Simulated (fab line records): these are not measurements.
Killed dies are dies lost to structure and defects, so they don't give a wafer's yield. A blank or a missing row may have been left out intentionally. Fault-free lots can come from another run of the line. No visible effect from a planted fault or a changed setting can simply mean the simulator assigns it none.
fab line records    flow gf180mcu    part 1 of 2: steps 1 to 30 of 40
record lots=5  wafers=15  last_day=33
route steps=602 shown VT_IMPLANT@133 MVSD@136 NWELL@137 LVPWELL@138 MVPSD@139 DUAL_GATE@141 POLY_GATE@157
lots untouched by any fault: they come from a run of this same line in which no faults occurred
start_h: start of the lot's first displayed wafer, in hours after the record's first day    wait_h: how many hours have passed since the lot's step before this one    " the same as in the row above    L1.1+2: a single row standing in for several wafers    - no value present, or no start provided    * or withheld: withheld    < > ~ a bound
route shown NAME@n: NAME is a module with steps in the file, n the number in the route of the first one    usual: mean/standard deviation taken from wafers without a fault    same: alike in all rows    chamber/n: place in a boat    sites: each site's reading    _std_site: the values' standard deviation    _edge_site: inner sites' mean taken away from outer sites' mean    radius_mm: for every site, how far away it sits from the centre of the wafer    mask NAME#n: copy n    behind: the last tool/chamber to shape the wafer    hold: reason for holding the lot/hours on hold/outcome of the hold    device: which transistor (n, p or np) failed to switch    end of line: tests run on the same wafers once the route is complete    step lacking rows: just its recipe    killed: count of dies lost to structure and defects at first sort (not the wafer's yield)    map: shows each die of a wafer: x if killed, . if not, _ if none is there
set.NAME: the setting the step ran with; set.NAME@STEP: the setting that earlier step ran with    model.NAME: the simulator's own value behind a step, which no gauge read
certain route steps with their lots: each step a table, each wafer a row
services: a tool's chamber out of use, with start hour (start_h, from the record's first day; less than 0 if before it), hours out, and reason
## steps
# step GF_VT_IMPLANT_TW_MEAS_43
# usual VT_IMPLANT_4_TW=686/6.3
lot.wafer  tool           chamber  start_h  wait_h  VT_IMPLANT_4_TW
L079.2     film_metro-04  -        190.92   0.1     696
L079.4     "              -        "        "       694
L079.5     "              -        "        "       700
L082.2     film_metro-03  -        209.72   0.1     683
L082.3     "              -        "        "       678
L082.5     "              -        "        "       680
L084.3     film_metro-04  -        224.03   0.1     700
L084.4     "              -        "        "       702
L084.6     "              -        "        "       698
L092.3     film_metro-03  -        276.13   0.1     677
L092.5     "              -        "        "       680
L092.6     "              -        "        "       680
L094.2     film_metro-03  -        293.32   0.1     685
L094.4     "              -        "        "       685
L094.5     "              -        "        "       687
# step GF_VT_IMPLANT_CLEAN_44
# recipe chemistry=SC1/SC2  mix=1:4:20  temp_c=70  time_s=150  dry=n2_spin
lot.wafer   tool          chamber  start_h  wait_h
L079.2+4+5  wet_bench-01  0        190.97   0.0
L082.2+3+5  wet_bench-04  0        209.77   0.0
L084.3+4+6  wet_bench-02  0        224.07   0.0
L092.3+5+6  wet_bench-02  3        276.17   0.0
L094.2+4+5  wet_bench-02  0        293.37   0.0
# step GF_VT_IMPLANT_RTA_45
# recipe temp_c=1050  time_s=30  ambient=N2
# usual anneal_temp_c_max=1057.1/1.7  lamp_power_pct=35/3.7  wafer_temp_C_max=1056.7/1.7
lot.wafer  tool           chamber  start_h  wait_h  anneal_temp_c_max  lamp_power_pct  wafer_temp_C_max
L079.2     rtp_anneal-02  0        191.03   0.0     1058.7             32              1057.1
L079.4     "              0        "        "       1059.5             32              1055.2
L079.5     "              0        "        "       1056.8             32              1055.7
L082.2     rtp_anneal-02  0        209.84   0.0     1057.3             32              1055.3
L082.3     "              0        "        "       1057.4             32              1054.5
L082.5     "              0        "        "       1060.8             32              1055.5
L084.3     rtp_anneal-01  0        224.16   0.0     1055.1             39              1058.5
L084.4     "              0        "        "       1054.3             39              1062.7
L084.6     "              0        "        "       1055.4             39              1059.2
L092.3     rtp_anneal-01  0        276.25   0.0     1058.1             39              1057.6
L092.5     "              0        "        "       1058.4             39              1061.0
L092.6     "              0        "        "       1056.5             39              1058.8
L094.2     rtp_anneal-02  0        293.49   0.0     1056.0             32              1054.9
L094.4     "              0        "        "       1055.9             32              1056.8
L094.5     "              0        "        "       1056.3             32              1055.6
# step GF_VT_IMPLANT_RS_MEAS_46
# recipe thk_meas_gauge=four-point-probe
# usual MVSD_RS=456.8/1.4
lot.wafer  tool           chamber  start_h  wait_h  MVSD_RS[ohm/sq]
L079.2     film_metro-01  -        191.14   0.1     457.4
L079.4     "              -        "        "       457.5
L079.5     "              -        "        "       458.3
L082.2     film_metro-01  -        209.94   0.1     454.5
L082.3     "              -        "        "       454.2
L082.5     "              -        "        "       455.9
L084.3     film_metro-02  -        224.27   0.1     457.1
L084.4     "              -        "        "       458.8
L084.6     "              -        "        "       458.0
L092.3     film_metro-04  -        276.36   0.1     456.2
L092.5     "              -        "        "       455.5
L092.6     "              -        "        "       457.7
L094.2     film_metro-01  -        293.59   0.1     454.7
L094.4     "              -        "        "       454.5
L094.5     "              -        "        "       454.3
# step GF_VT_IMPLANT_RS_MEAS_47
# recipe thk_meas_gauge=four-point-probe
# usual NWELL_RS=488.3/1.4
lot.wafer  tool           chamber  start_h  wait_h  NWELL_RS[ohm/sq]
L079.2     film_metro-01  -        191.26   0.1     489.7
L079.4     "              -        "        "       488.9
L079.5     "              -        "        "       488.5
L082.2     film_metro-01  -        210.06   0.1     487.2
L082.3     "              -        "        "       486.8
L082.5     "              -        "        "       488.7
L084.3     film_metro-02  -        224.39   0.1     487.9
L084.4     "              -        "        "       490.0
L084.6     "              -        "        "       490.1
L092.3     film_metro-04  -        276.48   0.1     487.2
L092.5     "              -        "        "       488.5
L092.6     "              -        "        "       487.6
L094.2     film_metro-01  -        293.71   0.1     485.8
L094.4     "              -        "        "       485.5
L094.5     "              -        "        "       486.7
# step GF_VT_IMPLANT_RS_MEAS_48
# recipe thk_meas_gauge=four-point-probe
# usual LVPWELL_RS=1197.6/2.5
lot.wafer  tool           chamber  start_h  wait_h  LVPWELL_RS[ohm/sq]
L079.2     film_metro-01  -        191.38   0.1     1201.8
L079.4     "              -        "        "       1198.2
L079.5     "              -        "        "       1197.6
L082.2     film_metro-01  -        210.18   0.1     1195.5
L082.3     "              -        "        "       1197.9
L082.5     "              -        "        "       1196.4
L084.3     film_metro-02  -        224.51   0.1     1196.2
L084.4     "              -        "        "       1199.7
L084.6     "              -        "        "       1198.0
L092.3     film_metro-04  -        276.60   0.1     1197.2
L092.5     "              -        "        "       1195.8
L092.6     "              -        "        "       1193.2
L094.2     film_metro-01  -        293.83   0.1     1194.5
L094.4     "              -        "        "       1194.6
L094.5     "              -        "        "       1192.8
# step GF_VT_IMPLANT_RS_MEAS_49
# recipe thk_meas_gauge=four-point-probe
# usual MVPSD_RS=1168.4/3
lot.wafer  tool           chamber  start_h  wait_h  MVPSD_RS[ohm/sq]
L079.2     film_metro-01  -        191.50   0.1     1165.4
L079.4     "              -        "        "       1166.7
L079.5     "              -        "        "       1167.0
L082.2     film_metro-01  -        210.30   0.1     1164.7
L082.3     "              -        "        "       1166.0
L082.5     "              -        "        "       1170.4
L084.3     film_metro-02  -        224.63   0.1     1170.8
L084.4     "              -        "        "       1170.8
L084.6     "              -        "        "       1169.3
L092.3     film_metro-04  -        276.72   0.1     1169.2
L092.5     "              -        "        "       1169.3
L092.6     "              -        "        "       1169.4
L094.2     film_metro-01  -        293.95   0.1     1168.2
L094.4     "              -        "        "       1167.5
L094.5     "              -        "        "       1166.8
# step GF_VT_IMPLANT_WET_ETCH_50
# recipe chemistry=dHF  target_depth_nm=20  target=SiO2  temp_c=25  dilution=100:1  time_s=400
lot.wafer   tool          chamber  start_h  wait_h
L079.2+4+5  wet_bench-04  3        191.60   0.1
L082.2+3+5  wet_bench-04  0        210.40   0.1
L084.3+4+6  wet_bench-02  0        224.71   0.1
L092.3+5+6  wet_bench-02  1        276.80   0.1
L094.2+4+5  wet_bench-02  3        294.05   0.1
# step GF_DUAL_GATE_CLEAN_00
# recipe chemistry=SC1/SC2  mix=1:4:20  temp_c=70  time_s=150
lot.wafer   tool          chamber  start_h  wait_h
L079.2+4+5  wet_bench-02  0        191.73   0.0
L082.2+3+5  wet_bench-02  0        210.52   0.0
L084.3+4+6  wet_bench-04  0        224.84   0.0
L092.3+5+6  wet_bench-04  1        276.92   0.0
L094.2+4+5  wet_bench-01  0        294.29   0.0
# step GF_DUAL_GATE_CLEAN_01
# recipe chemistry=dHF  time_s=20  dilution=100:1  dry=ipa_marangoni
lot.wafer   tool          chamber  start_h  wait_h
L079.2+4+5  wet_bench-04  0        191.78   0.0
L082.2+3+5  wet_bench-04  3        210.58   0.0
L084.3+4+6  wet_bench-01  0        224.89   0.0
L092.3+5+6  wet_bench-02  2        276.97   0.0
L094.2+4+5  wet_bench-04  0        294.34   0.0
# step GF_DUAL_GATE_OXIDATION_02
# recipe temp_c=900  ambient=O2  stabilise_s=600  purge_s=300  target_thk_a=108.87  ox_time_s=1602
# usual ox_temp_c=900.1/0.41  spike_tc_centre_C=901.8/1  spike_tc_top_C=912.6/0.95
# same ox_time_s=1602  stabilise_s=600
lot.wafer  tool        chamber  start_h  wait_h  ox_temp_c  spike_tc_centre_C  spike_tc_top_C
L079.2     furnace-01  0        195.23   3.4     899.4      901.1              913.2
L079.4     "           0        "        "       899.6      901.4              912.6
L079.5     "           0        "        "       899.6      901.1              912.2
L082.2     furnace-01  0        210.59   0.0     900.1      901.0              912.2
L082.3     "           0        "        "       900.6      900.6              912.3
L082.5     "           0        "        "       900.8      902.0              911.4
L084.3     furnace-02  0        224.90   0.0     900.1      903.1              912.5
L084.4     "           0        "        "       900.0      902.1              914.1
L084.6     "           0        "        "       899.4      901.5              913.6
L092.3     furnace-02  0        276.98   0.0     899.8      902.4              912.0
L092.5     "           0        "        "       899.2      901.1              914.0
L092.6     "           0        "        "       900.0      900.8              911.9
L094.2     furnace-01  0        295.50   1.1     900.7      902.3              912.6
L094.4     "           0        "        "       899.8      901.6              913.1
L094.5     "           0        "        "       900.2      899.6              913.0
# step GF_DUAL_GATE_THK_MEAS_03
# recipe reads=SiO2_of_DUAL_GATE_OXIDATION_02
# usual DUAL_GATE_OXIDATION_00_THK=10.95/0.27
lot.wafer  tool           chamber  start_h  wait_h  DUAL_GATE_OXIDATION_00_THK[nm]
L079.2     film_metro-03  -        196.68   0.0     10.89
L079.4     "              -        "        "       10.91
L079.5     "              -        "        "       10.74
L082.2     film_metro-03  -        212.04   0.0     10.72
L082.3     "              -        "        "       10.92
L082.5     "              -        "        "       10.79
L084.3     film_metro-04  -        226.37   0.0     10.85
L084.4     "              -        "        "       10.94
L084.6     "              -        "        "       11.08
L092.3     film_metro-03  -        278.45   0.0     10.56
L092.5     "              -        "        "       10.66
L092.6     "              -        "        "       10.59
L094.2     film_metro-02  -        296.96   0.0     11.18
L094.4     "              -        "        "       11.28
L094.5     "              -        "        "       11.14
# step GF_DUAL_GATE_DEHYDRATE_04
# recipe temp_c=200  time_s=60
# usual heater_power_total_W=160.38/0.13
lot.wafer  tool            chamber  start_h  wait_h  heater_power_total_W
L079.2     litho_track-03  0        204.11   7.4     160.22
L079.4     "               0        "        "       160.21
L079.5     "               0        "        "       160.21
L082.2     litho_track-03  0        219.91   7.9     160.35
L082.3     "               0        "        "       160.29
L082.5     "               0        "        "       160.37
L084.3     litho_track-02  0        234.94   8.6     160.40
L084.4     "               0        "        "       160.48
L084.6     "               0        "        "       160.60
L092.3     litho_track-03  0        287.93   9.5     160.47
L092.5     "               0        "        "       160.20
L092.6     "               0        "        "       160.21
L094.2     litho_track-03  0        306.66   9.7     160.44
L094.4     "               0        "        "       160.24
L094.5     "               0        "        "       160.32
# step GF_DUAL_GATE_HMDS_05
# recipe prime_time_s=60  prime_temp_c=120
lot.wafer   tool            chamber  start_h  wait_h
L079.2+4+5  litho_track-03  0        204.26   0.1
L082.2+3+5  litho_track-03  0        220.06   0.1
L084.3+4+6  litho_track-02  0        235.09   0.1
L092.3+5+6  litho_track-03  0        288.08   0.1
L094.2+4+5  litho_track-03  0        306.81   0.1
# step GF_DUAL_GATE_COAT_06
# recipe resist=NOVOLAK  spin_rpm=3000  resist_thk_nm=1000
lot.wafer   tool            chamber  start_h  wait_h
L079.2+4+5  litho_track-03  0        204.41   0.1
L082.2+3+5  litho_track-03  0        220.21   0.1
L084.3+4+6  litho_track-02  0        235.24   0.1
L092.3+5+6  litho_track-03  0        288.23   0.1
L094.2+4+5  litho_track-03  0        306.96   0.1
# step GF_DUAL_GATE_SOFTBAKE_07
# recipe temp_c=90  time_s=60  resist=NOVOLAK
# usual heater_power_total_W=56.59/0.047
lot.wafer  tool            chamber  start_h  wait_h  heater_power_total_W
L079.2     litho_track-03  0        204.56   0.1     56.54
L079.4     "               0        "        "       56.68
L079.5     "               0        "        "       56.67
L082.2     litho_track-03  0        220.36   0.1     56.64
L082.3     "               0        "        "       56.63
L082.5     "               0        "        "       56.56
L084.3     litho_track-02  0        235.39   0.1     56.52
L084.4     "               0        "        "       56.53
L084.6     "               0        "        "       56.64
L092.3     litho_track-03  0        288.38   0.1     56.68
L092.5     "               0        "        "       56.64
L092.6     "               0        "        "       56.61
L094.2     litho_track-03  0        307.11   0.1     56.53
L094.4     "               0        "        "       56.59
L094.5     "               0        "        "       56.57
# step GF_DUAL_GATE_EXPOSE_08
# recipe mask_id=Dualgate  target_cd_nm=700  na=0.6  source_shape=conventional  sigma_outer=0.6  dose_mj=140
lot.wafer   tool              chamber  start_h  wait_h  mask
L079.2+4+5  iline_stepper-01  0        -        -       Dualgate#0
L082.2+3+5  iline_stepper-01  0        -        -       Dualgate#0
L084.3+4+6  iline_stepper-01  0        -        -       Dualgate#0
L092.3+5+6  iline_stepper-02  0        -        -       Dualgate#0
L094.2+4+5  iline_stepper-02  0        -        -       Dualgate#0
# step GF_DUAL_GATE_PEB_09
# recipe temp_c=withheld  time_s=*  resist=NOVOLAK
lot.wafer   tool            chamber  start_h  wait_h
L079.2+4+5  litho_track-03  0        -        -
L082.2+3+5  litho_track-02  0        -        -
L084.3+4+6  litho_track-04  0        -        -
L092.3+5+6  litho_track-03  0        -        -
L094.2+4+5  litho_track-03  0        -        -
# step GF_DUAL_GATE_DEVELOP_10
# recipe develop_time_s=60  dev_temp_c=23
lot.wafer   tool            chamber  start_h  wait_h
L079.2+4+5  litho_track-03  0        213.41   0.1
L082.2+3+5  litho_track-02  0        229.56   0.1
L084.3+4+6  litho_track-04  0        244.07   0.1
L092.3+5+6  litho_track-03  0        298.18   0.1
L094.2+4+5  litho_track-03  0        317.01   0.1
# step GF_DUAL_GATE_OVL_MEAS_11
# usual DUAL_GATE_OVL=1.0/1.5
lot.wafer  tool        chamber  start_h  wait_h  DUAL_GATE_OVL[nm]
L079.2     overlay-01  -        213.54   0.1     1.8
L079.4     "           -        "        "       1.1
L079.5     "           -        "        "       1.8
L082.2     overlay-01  -        229.69   0.1     0.9
L082.3     "           -        "        "       1.1
L082.5     "           -        "        "       1.1
L084.3     overlay-01  -        244.18   0.1     0.3
L084.4     "           -        "        "       -0.3
L084.6     "           -        "        "       0.9
L092.3     overlay-02  -        298.30   0.1     -0.9
L092.5     "           -        "        "       -1.7
L092.6     "           -        "        "       -1.9
L094.2     overlay-02  -        317.14   0.1     1.7
L094.4     "           -        "        "       1.6
L094.5     "           -        "        "       1.5
# step GF_DUAL_GATE_WET_ETCH_12
# recipe chemistry=dHF  target_depth_nm=13  dry=n2_spin  target=SiO2  temp_c=25  dilution=100:1  time_s=260
lot.wafer   tool          chamber  start_h  wait_h
L079.2+4+5  wet_bench-02  2        213.57   0.0
L082.2+3+5  wet_bench-01  3        229.72   0.0
L084.3+4+6  wet_bench-04  0        244.21   0.0
L092.3+5+6  wet_bench-01  1        298.32   0.0
L094.2+4+5  wet_bench-02  1        317.17   0.0
# step GF_DUAL_GATE_STRIP_13
# recipe chemistry=O2/N2  power_w=1400  pressure_mtorr=1500  platen_temp_c=250  o2_flow_sccm=3000  n2_flow_sccm=300  overash_fraction=0.5
# usual drypump_motor_current_A=5.4/0.32  heater_power_w=328/21  oes_product_au=0.716/0.0042  strip_time_to_endpoint_s=12.63/0.03
lot.wafer  tool             chamber  start_h  wait_h  drypump_motor_current_A  heater_power_w  oes_product_au  rf_hours_counter_h  strip_time_to_endpoint_s
L079.2     plasma_asher-02  1        213.66   0.0     5.2                      311             0.721           40                  12.67
L079.4     "                0        "        "       5.2                      325             0.716           -                   12.68
L079.5     "                1        "        "       5.2                      299             0.722           -                   12.63
L082.2     plasma_asher-02  0        229.80   0.0     5.2                      335             0.720           42                  12.66
L082.3     "                1        "        "       5.2                      309             0.717           -                   12.67
L082.5     "                1        "        "       5.2                      311             0.711           -                   12.64
L084.3     plasma_asher-02  1        244.32   0.0     5.2                      304             0.720           -                   12.65
L084.4     "                0        "        "       5.2                      333             0.718           -                   12.62
L084.6     "                0        "        "       5.2                      330             0.715           -                   12.60
L092.3     plasma_asher-04  1        298.43   0.0     5.3                      367             0.713           -                   12.65
L092.5     "                0        "        "       5.3                      342             0.713           -                   12.63
L092.6     "                1        "        "       5.3                      382             0.716           -                   12.65
L094.2     plasma_asher-04  0        317.26   0.0     5.4                      344             0.714           70                  12.60
L094.4     "                1        "        "       5.4                      368             0.718           -                   12.59
L094.5     "                0        "        "       5.4                      345             0.717           -                   12.65
# step GF_DUAL_GATE_CLEAN_14
# recipe chemistry=SC1/SC2  mix=1:4:20  temp_c=70  time_s=150  dry=n2_spin
lot.wafer   tool          chamber  start_h  wait_h
L079.2+4+5  wet_bench-04  2        213.76   0.1
L082.2+3+5  wet_bench-04  1        229.90   0.1
L084.3+4+6  wet_bench-04  2        244.39   0.0
L092.3+5+6  wet_bench-04  2        298.50   0.0
L094.2+4+5  wet_bench-02  0        317.36   0.1
# step GF_DUAL_GATE_OXIDATION_15
# recipe temp_c=850  ambient=O2  stabilise_s=600  purge_s=300  target_thk_a=70.98  ox_time_s=1995
# usual ox_temp_c=850.0/0.36  spike_tc_centre_C=851.8/0.9  spike_tc_top_C=863.6/1
# same ox_time_s=1995  stabilise_s=600
lot.wafer  tool        chamber  start_h  wait_h  ox_temp_c  spike_tc_centre_C  spike_tc_top_C
L079.2     furnace-01  0        213.81   0.0     850.0      851.2              865.1
L079.4     "           0        "        "       850.2      852.7              865.0
L079.5     "           0        "        "       849.7      851.7              863.6
L082.2     furnace-01  0        229.95   0.0     850.3      849.2              864.3
L082.3     "           0        "        "       849.9      853.2              862.5
L082.5     "           0        "        "       849.9      853.5              863.5
L084.3     furnace-02  0        247.27   2.8     850.5      850.9              862.4
L084.4     "           0        "        "       850.9      852.1              864.7
L084.6     "           0        "        "       850.4      851.4              862.4
L092.3     furnace-02  0        298.55   0.0     849.5      853.7              863.7
L092.5     "           0        "        "       849.8      851.7              864.5
L092.6     "           0        "        "       849.8      852.3              865.3
L094.2     furnace-01  0        317.41   0.0     850.1      850.9              863.7
L094.4     "           0        "        "       850.1      850.8              862.7
L094.5     "           0        "        "       850.3      852.4              862.9
# step GF_POLY_GATE_CVD_00
# recipe material=poly-Si  target_thk_nm=200  temp_c=620  time_s=1200  pressure_mtorr=200
# usual spike_tc_centre_C=620.5/1.5  spike_tc_top_C=638.0/1
lot.wafer  tool      chamber  start_h  wait_h  spike_tc_centre_C  spike_tc_top_C
L079.2     lpcvd-02  1        215.36   0.0     619.7              637.2
L079.4     "         1        "        "       618.9              636.9
L079.5     "         1        "        "       621.2              637.3
L082.2     lpcvd-02  1        231.51   0.0     620.6              638.4
L082.3     "         1        "        "       620.4              637.8
L082.5     "         1        "        "       620.1              637.1
L084.3     lpcvd-02  1        248.82   0.0     619.9              636.7
L084.4     "         1        "        "       619.1              637.7
L084.6     "         1        "        "       620.9              637.1
L092.3     lpcvd-02  0        300.10   0.0     621.8              637.0
L092.5     "         0        "        "       623.4              638.8
L092.6     "         0        "        "       622.7              639.2
L094.2     lpcvd-01  0        318.97   0.0     622.1              635.8
L094.4     "         0        "        "       619.9              635.5
L094.5     "         0        "        "       620.6              637.6
# step GF_POLY_GATE_THK_MEAS_01
# recipe reads=poly-Si_of_POLY_GATE_CVD_00
# usual POLY_GATE_CVD_00_THK=200.7/2
lot.wafer  tool           chamber  start_h  wait_h  POLY_GATE_CVD_00_THK[nm]
L079.2     film_metro-01  -        216.71   0.0     203.7
L079.4     "              -        "        "       203.9
L079.5     "              -        "        "       204.3
L082.2     film_metro-03  -        232.85   0.0     198.6
L082.3     "              -        "        "       199.9
L082.5     "              -        "        "       199.7
L084.3     film_metro-03  -        250.18   0.0     198.9
L084.4     "              -        "        "       201.8
L084.6     "              -        "        "       199.9
L092.3     film_metro-03  -        301.46   0.0     201.3
L092.5     "              -        "        "       203.2
L092.6     "              -        "        "       203.9
L094.2     film_metro-01  -        320.31   0.0     199.6
L094.4     "              -        "        "       199.9
L094.5     "              -        "        "       200.4
# step GF_POLY_GATE_DEHYDRATE_02
# recipe temp_c=200  time_s=60
# usual heater_power_total_W=160.39/0.12
lot.wafer  tool            chamber  start_h  wait_h  heater_power_total_W
L079.2     litho_track-01  0        225.10   8.4     160.38
L079.4     "               0        "        "       160.35
L079.5     "               0        "        "       160.38
L082.2     litho_track-02  0        240.96   8.1     160.31
L082.3     "               0        "        "       160.28
L082.5     "               0        "        "       160.54
L084.3     litho_track-02  0        258.54   8.3     160.43
L084.4     "               0        "        "       160.15
L084.6     "               0        "        "       160.35
L092.3     litho_track-02  0        311.09   9.6     160.64
L092.5     "               0        "        "       160.36
L092.6     "               0        "        "       160.57
L094.2     litho_track-02  0        330.01   9.7     160.56
L094.4     "               0        "        "       160.34
L094.5     "               0        "        "       160.16
# step GF_POLY_GATE_HMDS_03
# recipe prime_time_s=60  prime_temp_c=120
lot.wafer   tool            chamber  start_h  wait_h
L079.2+4+5  litho_track-01  0        225.25   0.1
L082.2+3+5  litho_track-02  0        241.11   0.1
L084.3+4+6  litho_track-02  0        258.69   0.1
L092.3+5+6  litho_track-02  0        311.24   0.1
L094.2+4+5  litho_track-02  0        330.16   0.1
# step GF_POLY_GATE_COAT_04
# recipe resist=BARC  temp_c=withheld  time_s=withheld  spin_rpm=withheld  resist_thk_nm=withheld
lot.wafer   tool            chamber  start_h  wait_h
L079.2+4+5  litho_track-01  0        225.40   0.1
L082.2+3+5  litho_track-02  0        241.26   0.1
L084.3+4+6  litho_track-02  0        258.84   0.1
L092.3+5+6  litho_track-02  0        311.39   0.1
L094.2+4+5  litho_track-02  0        330.31   0.1
# step GF_POLY_GATE_COAT_05
# recipe resist=KrF  spin_rpm=withheld  resist_thk_nm=700
lot.wafer   tool            chamber  start_h  wait_h
L079.2+4+5  litho_track-01  0        -        -
L082.2+3+5  litho_track-02  0        -        -
L084.3+4+6  litho_track-02  0        -        -
L092.3+5+6  litho_track-02  0        -        -
L094.2+4+5  litho_track-02  0        -        -
